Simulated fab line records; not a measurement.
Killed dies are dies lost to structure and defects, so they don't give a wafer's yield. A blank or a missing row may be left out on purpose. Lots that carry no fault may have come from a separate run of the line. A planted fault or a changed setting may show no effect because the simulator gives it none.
8D (eight disciplines) problem report, filled in by code :: flow sky130 :: the parts of the form that need people (team, actions taken, sign-off) are left out

== 1. PROBLEM STATEMENT ==
Mean of cathode-dc-power-W at SKY_METAL1_SPUTTER_03: 2536.5 W across 3 wafers in 2 lots; on wafers with no fault it is 3000.0 W (standard deviation 0.57). That is -99 or more standard deviations from the usual mean.
The step: material Ti, target thk 5 nm, time 3.3 s.
Seen first at day 34 18:11 on pvd-sputter-03, wafer L867.2. Wafers with a number at this step in the record: 39, from 13 lots. Rule for "out", or "out of limits": more than 4 standard deviations from the usual mean. The other wafers with a number count as sound.

== 2. WHAT IT IS, AND WHAT IT ISN'T ==
question: which readings at this step
is: cathode-dc-power-W
is not: throttle-valve-pct

question: which lots
is: L867, L869
is not: L859, L860, L861, L863, L864, L865, L876, L877, L878, L879, L880

question: which wafers of those lots
is: L867.2, L869.2, L869.5
is not: L867.3, L867.4, L869.3

question: read on which tools
is: pvd-sputter-03
is not: pvd-sputter-01, pvd-sputter-02

question: when
is: from day 34 18:11
is not: up to then (20 sound wafers); but 16 sound wafers of L869, L876, L877, L878, L879, L880 came after

== 3. THE SUSPECTS, EACH WITH WHAT RULES IT OUT ==
Counting: a tool at a process step up to the reading stays a suspect if it ran every lot that is out. Sound lots after the first of them don't rule it out here, since some wafers of a struck lot are sound.
- pvd-sputter-03 at SKY_METAL1_SPUTTER_03 (material Ti, target thk 5 nm, time 3.3 s): kept. Ran every lot that is out, first one L867 (day 34 18:11); last sound lot up to then L865 (day 34 10:28). Its own cathode-dc-power-W readings are out on those wafers.
The count leaves pvd-sputter-03 at SKY_METAL1_SPUTTER_03.

== 4. THE CAUSE (what the simulator had put in) ==
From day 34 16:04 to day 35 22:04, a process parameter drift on pvd-sputter-03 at SKY_METAL1_SPUTTER_03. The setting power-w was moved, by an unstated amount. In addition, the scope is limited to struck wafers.
After counting, this tool was the only one left.

== 5. THE EFFECT CHAIN, in route order ==
One row per reading whose mean, taken over the struck wafers that have a number, lies over 3 standard deviations from the usual. Only readings whose record carries a usual standard deviation are examined. hours: median over the lots of the time between each lot's start at the first step of this table that gives one and its start at this step. sigmas: the change, counted in usual standard deviations.
hours: 0
step: SKY_METAL1_SPUTTER_03
reading: cathode-dc-power-W
usual: 3000.0 W
on struck wafers: 2536.5
change: -463.5
sigmas: -99 or more
It contains these process steps:
- SKY_METAL1_SPUTTER_03: material Ti, target thk 5 nm, time 3.3 s.

== 6. HOW IT WOULD HAVE BEEN CAUGHT EARLIER ==
The fault began at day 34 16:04; the first out-of-limits reading in this record came at day 34 18:11, 2 hours later.
